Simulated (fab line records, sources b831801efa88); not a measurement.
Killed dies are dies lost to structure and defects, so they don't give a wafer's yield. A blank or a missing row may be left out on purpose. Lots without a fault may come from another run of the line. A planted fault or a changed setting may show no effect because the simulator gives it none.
A struck lot beside a sound one | flow gf180mcu | 16 steps out of a route of 602
Sound: wafers L122.1, L122.4, L122.6. Struck: wafers L117.2, L117.5, L117.6. The cause comes at the end.
At each step with rows: each side's tool, then ch and its chambers, then its first start. Under that, the readings that differ: sound wafers | struck wafers | difference of the means | sigmas: that difference in standard deviations of wafers without a fault.
alike: readings whose means differ by less than 2 such deviations, and words and numbers that are the same on both sides. not compared: withheld readings, readings that some wafer has no value for, bounds like >300 that may hide the same value, and numbers for which the record gives no deviation and whose values overlap.
The two part at a step that has a row with sigmas, a row that says differs or no value, or rows on one side only. Numbers that don't overlap but have no deviation are shown without sigmas and don't part them. A reading that every wafer of one side lacks parts them only if that side has two wafers or more.

first, 3 steps without rows for these wafers: GF_V3_EXPOSE_11 (exposes mask Via3, target cd 260 nm); GF_V3_PEB_12 (peb time 90 s); GF_V3_DEVELOP_13 (develop time 60 s).
GF_V3_CD_MEAS_14: target cd 260 nm.
  sound on cd_sem-01, day 28 13:59; struck on cd_sem-01, day 26 06:06
  alike: cd_nm
GF_V3_OVL_MEAS_15:
  sound on overlay-01, day 28 14:06; struck on overlay-02, day 26 06:12
  alike: V3_OVL
GF_V3_ETCH_16: etches BARC in N2/H2.
  sound on rie_diel-03 ch 1,3, day 28 14:08; struck on rie_diel-03 ch 1,2, day 26 06:14
  alike: drypump_motor_current_A, oes_product_au, throttle_valve_pct
GF_V3_ETCH_17: etches SiO2 in C4F8/O2/Ar, stops on TiN, target depth 635 nm.
  sound on rie_diel-03 ch 1,3; struck on rie_diel-03 ch 1,2
  alike: oes_product_au
GF_V3_STRIP_18: strips in O2/N2.
  sound on plasma_asher-04 ch 0,1, day 28 14:16; struck on plasma_asher-01 ch 0,1, day 26 06:22
  alike: drypump_motor_current_A, heater_power_w, oes_product_au
  not compared: rf_hours_counter_h
then, 2 steps without rows for these wafers: GF_V3_STRIP_19 (strips in post etch residue remover, time 1200 s); GF_V3_CLEAN_20 (cleans in DIW).
GF_V3_SPUTTER_21: material Ti, target thk 15 nm, time 80.02 s.
  sound on pvd_sputter-01, day 28 14:48; struck on pvd_sputter-04, day 26 06:53
  alike: throttle_valve_pct
GF_V3_SPUTTER_22: material TiN, target thk 10 nm, time 40 s.
  sound on pvd_sputter-01, day 28 14:52; struck on pvd_sputter-04, day 26 06:58
  alike: throttle_valve_pct
GF_V3_CVD_23: deposits W, target thk 350 nm, time 104.9 s.
  sound on cvd_w-01 ch 1, day 28 14:54; struck on cvd_w-02 ch 0,1, day 26 06:59
  no value came back on the struck wafers for chamber_pressure_Torr (Torr), heater_power_outer_w (W), heater_power_w (W); on the sound wafers chamber_pressure_Torr (Torr) reads 40.06 39.97 40.08
GF_V3_RS_MEAS_24: measures by four-point-probe.
  sound on film_metro-02, day 28 15:01; struck on film_metro-04, day 26 07:08
  reading          | sound             | struck               | difference | sigmas
  V3_W_RS (ohm/sq) | 0.328 0.332 0.329 | 42.847 43.550 43.830 | +43.079    | +99 or more
GF_V3_THK_MEAS_25: measures by xrf.
  sound on film_metro-02, day 28 15:08; struck on film_metro-04, day 26 07:14
  not compared: V3_W_THK
GF_V3_CMP_26: polishes, stops on SiO2, t overpolish 15 s, target thk 0 nm.
  sound on cmp-01 ch 0,2, day 28 15:11; struck on cmp-01 ch 2,3, day 26 07:20
  reading                | sound    | struck | difference | sigmas
  time_to_endpoint_s (s) | 84 86 83 | 0 0 3  | -83        | -21
  alike: motor_current_A

WHERE THEY PART
First at GF_V3_CVD_23; last, within this record, at GF_V3_CMP_26.

WHY: what the simulator had put in
Skipped step whole: cvd_w-02, from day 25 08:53 on, at GF_V3_CVD_23. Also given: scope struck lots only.
